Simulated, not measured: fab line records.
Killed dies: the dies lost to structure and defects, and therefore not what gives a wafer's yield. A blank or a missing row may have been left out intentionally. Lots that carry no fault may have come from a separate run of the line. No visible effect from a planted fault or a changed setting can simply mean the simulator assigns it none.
The tool behind it: which one? || flow sky130 || Sampling: 12 lots, 36 wafers, 4 of 708 route steps

## WHAT THE GAUGES READ, wafer by wafer
SKY_SD_P_OVL_MEAS_08.
{"lot": "L388", "measured": "day 26 13:21", "on": "overlay-01", "SD_P_OVL (nm)": "2.0 0.8 0.9"}
{"lot": "L389", "measured": "day 26 14:35", "on": "overlay-01", "SD_P_OVL (nm)": "-0.6 -0.4 -0.4"}
{"lot": "L391", "measured": "day 26 14:55", "on": "overlay-01", "SD_P_OVL (nm)": "-1.5 -3.3 -3.5"}
{"lot": "L390", "measured": "day 26 16:49", "on": "overlay-01", "SD_P_OVL (nm)": "-0.4 -1.9 -1.8"}
{"lot": "L395", "measured": "day 28 20:46", "on": "overlay-02", "SD_P_OVL (nm)": "0.3 0.9 2.4"}
{"lot": "L399", "measured": "day 29 08:37", "on": "overlay-01", "SD_P_OVL (nm)": "69.6 70.9 69.5"}
{"lot": "L400", "measured": "day 29 10:21", "on": "overlay-01", "SD_P_OVL (nm)": "69.5 71.6 70.2"}
{"lot": "L401", "measured": "day 29 22:14", "on": "overlay-01", "SD_P_OVL (nm)": "-3.1 -1.6 -2.1"}
{"lot": "L402", "measured": "day 30 11:23", "on": "overlay-01", "SD_P_OVL (nm)": "0.4 -2.0 -1.2"}
{"lot": "L405", "measured": "day 31 09:47", "on": "overlay-01", "SD_P_OVL (nm)": "1.0 1.5 -0.7"}
{"lot": "L406", "measured": "day 31 14:20", "on": "overlay-01", "SD_P_OVL (nm)": "0.5 -0.4 -0.6"}
{"lot": "L407", "measured": "day 32 07:10", "on": "overlay-02", "SD_P_OVL (nm)": "1.3 -0.7 0.8"}

SKY_METAL1_THK_MEAS_06: measures by xrf.
{"lot": "L388", "measured": "day 32 16:23", "on": "film_metro-01", "METAL1_ALCU_THK (nm)": "250 243 250"}
{"lot": "L389", "measured": "day 32 18:04", "on": "film_metro-01", "METAL1_ALCU_THK (nm)": "248 253 251"}
{"lot": "L391", "measured": "day 32 20:11", "on": "film_metro-01", "METAL1_ALCU_THK (nm)": "250 251 246"}
{"lot": "L390", "measured": "day 32 20:20", "on": "film_metro-03", "METAL1_ALCU_THK (nm)": "252 247 249"}
{"lot": "L395", "measured": "day 34 20:52", "on": "film_metro-03", "METAL1_ALCU_THK (nm)": "254 248 248"}
{"lot": "L399", "measured": "day 35 07:46", "on": "film_metro-04", "METAL1_ALCU_THK (nm)": "247 252 246"}
{"lot": "L400", "measured": "day 35 09:17", "on": "film_metro-04", "METAL1_ALCU_THK (nm)": "249 247 247"}
{"lot": "L401", "measured": "day 35 19:49", "on": "film_metro-01", "METAL1_ALCU_THK (nm)": "244 250 243"}
{"lot": "L402", "measured": "day 36 08:37", "on": "film_metro-03", "METAL1_ALCU_THK (nm)": "254 249 251"}
{"lot": "L405", "measured": "day 37 05:58", "on": "film_metro-04", "METAL1_ALCU_THK (nm)": "250 254 251"}
{"lot": "L406", "measured": "day 37 09:34", "on": "film_metro-03", "METAL1_ALCU_THK (nm)": "251 246 248"}
{"lot": "L407", "measured": "day 38 02:08", "on": "film_metro-04", "METAL1_ALCU_THK (nm)": "252 247 246"}

## WHAT TOOL EACH LOT RAN ON (gives the tool, then ch and the chambers of the sampled wafers, and finally the start)
{"lot": "L388", "SKY_SD_P_EXPOSE_04": "iline_stepper-02 ch 0, day 25 23:46", "SKY_LOCAL_INTERCONNECT_STRIP_15": "plasma_asher-04 ch 0,1, day 31 10:19"}
{"lot": "L389", "SKY_SD_P_EXPOSE_04": "iline_stepper-01 ch 0, day 26 00:44", "SKY_LOCAL_INTERCONNECT_STRIP_15": "plasma_asher-01 ch 0,1, day 31 12:38"}
{"lot": "L391", "SKY_SD_P_EXPOSE_04": "iline_stepper-02 ch 0, day 26 01:09", "SKY_LOCAL_INTERCONNECT_STRIP_15": "plasma_asher-04 ch 0,1, day 31 13:49"}
{"lot": "L390", "SKY_SD_P_EXPOSE_04": "iline_stepper-02 ch 0, day 26 03:17", "SKY_LOCAL_INTERCONNECT_STRIP_15": "plasma_asher-01 ch 0,1, day 31 14:10"}
{"lot": "L395", "SKY_SD_P_EXPOSE_04": "iline_stepper-01 ch 0, day 28 06:11", "SKY_LOCAL_INTERCONNECT_STRIP_15": "plasma_asher-03 ch 0,1, day 33 15:08"}
{"lot": "L399", "SKY_SD_P_EXPOSE_04": "iline_stepper-02 ch 0, day 28 18:35", "SKY_LOCAL_INTERCONNECT_STRIP_15": "plasma_asher-03 ch 0,1, day 34 01:26"}
{"lot": "L400", "SKY_SD_P_EXPOSE_04": "iline_stepper-02 ch 0, day 28 19:55", "SKY_LOCAL_INTERCONNECT_STRIP_15": "plasma_asher-01 ch 0,1, day 34 02:25"}
{"lot": "L401", "SKY_SD_P_EXPOSE_04": "iline_stepper-01 ch 0, day 29 07:53", "SKY_LOCAL_INTERCONNECT_STRIP_15": "plasma_asher-04 ch 0, day 34 14:10"}
{"lot": "L402", "SKY_SD_P_EXPOSE_04": "iline_stepper-01 ch 0, day 29 21:43", "SKY_LOCAL_INTERCONNECT_STRIP_15": "plasma_asher-01 ch 0,1, day 35 03:59"}
{"lot": "L405", "SKY_SD_P_EXPOSE_04": "iline_stepper-01 ch 0, day 30 20:32", "SKY_LOCAL_INTERCONNECT_STRIP_15": "plasma_asher-04 ch 0,1, day 36 01:32"}
{"lot": "L406", "SKY_SD_P_EXPOSE_04": "iline_stepper-01 ch 0, day 31 00:41", "SKY_LOCAL_INTERCONNECT_STRIP_15": "plasma_asher-01 ch 0,1, day 36 05:29"}
{"lot": "L407", "SKY_SD_P_EXPOSE_04": "iline_stepper-01 ch 0, day 31 17:13", "SKY_LOCAL_INTERCONNECT_STRIP_15": "plasma_asher-01 ch 0,1, day 36 20:56"}
- SKY_SD_P_EXPOSE_04: exposes mask PSDM, target cd 380 nm.
- SKY_LOCAL_INTERCONNECT_STRIP_15: strips in O2/N2.

## AS READ BY THE TOOLS THEMSELVES (means over the sampled wafers that have a number; for cases with no such wafer, the mark the record gives instead)
SKY_LOCAL_INTERCONNECT_STRIP_15.
{"lot": "L388", "tool": "plasma_asher-04", "drypump_motor_current_A (A)": 5.80, "oes_product_au (a.u.)": 0.431, "strip_time_to_endpoint_s (s)": 4.756}
{"lot": "L389", "tool": "plasma_asher-01", "drypump_motor_current_A (A)": 6.17, "oes_product_au (a.u.)": 0.425, "strip_time_to_endpoint_s (s)": 4.746}
{"lot": "L391", "tool": "plasma_asher-04", "drypump_motor_current_A (A)": 5.78, "oes_product_au (a.u.)": 0.426, "strip_time_to_endpoint_s (s)": 4.727}
{"lot": "L390", "tool": "plasma_asher-01", "drypump_motor_current_A (A)": 6.09, "oes_product_au (a.u.)": 0.424, "strip_time_to_endpoint_s (s)": 4.749}
{"lot": "L395", "tool": "plasma_asher-03", "drypump_motor_current_A (A)": 5.58, "oes_product_au (a.u.)": 0.422, "strip_time_to_endpoint_s (s)": 4.745}
{"lot": "L399", "tool": "plasma_asher-03", "drypump_motor_current_A (A)": 5.58, "oes_product_au (a.u.)": 0.425, "strip_time_to_endpoint_s (s)": 4.729}
{"lot": "L400", "tool": "plasma_asher-01", "drypump_motor_current_A (A)": 6.18, "oes_product_au (a.u.)": 0.429, "strip_time_to_endpoint_s (s)": 4.712}
{"lot": "L401", "tool": "plasma_asher-04", "drypump_motor_current_A (A)": 5.57, "oes_product_au (a.u.)": 0.426, "strip_time_to_endpoint_s (s)": 4.764}
{"lot": "L402", "tool": "plasma_asher-01", "drypump_motor_current_A (A)": 6.18, "oes_product_au (a.u.)": 0.423, "strip_time_to_endpoint_s (s)": 4.744}
{"lot": "L405", "tool": "plasma_asher-04", "drypump_motor_current_A (A)": 5.78, "oes_product_au (a.u.)": 0.427, "strip_time_to_endpoint_s (s)": 4.738}
{"lot": "L406", "tool": "plasma_asher-01", "drypump_motor_current_A (A)": 6.18, "oes_product_au (a.u.)": 0.426, "strip_time_to_endpoint_s (s)": 4.741}
{"lot": "L407", "tool": "plasma_asher-01", "drypump_motor_current_A (A)": 6.17, "oes_product_au (a.u.)": 0.424, "strip_time_to_endpoint_s (s)": 4.785}

## THE ANSWER, worked out from the rows above alone
Rule: the lots themselves supply what counts as usual. Put in order of their means at a reading, lots are off if they are a third of the lots or fewer, leave a main group of 4 or more, and stand apart from it by a gap of 3 or more times the standard deviation of the main group's means; of several such gaps the widest counts. A main group is skipped when, at the precision printed for the reading in the tables above, its means are all equal. Also off: a lot with no number at a reading for which 4 or more lots have one. Where the step has rows for the other lots, those lots are counted as sound. The gauges are gone through in route order, then the tools' own readings, and for those a lot's mean is taken as printed above. The first step at which some lot is off is used, and at that step the reading that is off furthest; a lot without a number counts as furthest.
Off: at SKY_SD_P_OVL_MEAS_08 (SD_P_OVL), L399, L400. Mean -0.4 nm and standard deviation 1.3 in the main group.
A tool fits if, at a process step before that reading, it ran every lot that is off, and no sound lot after the first of them. Gauges at SKY_SD_P_OVL_MEAS_08: tried the same way as those tools. One fits: SKY_SD_P_EXPOSE_04 on iline_stepper-02. A fault onset in the window from L390 (day 26 03:17, its last sound lot) to L399 (day 28 18:35, its first lot off) fits.

## WHAT HAD BEEN PUT IN BY THE SIMULATOR
Scanner matching overlay: iline_stepper-02, from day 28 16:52 on, at SKY_SD_P_EXPOSE_04. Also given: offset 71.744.
Lots struck among those shown: L399, L400. The same result came from the rule above.
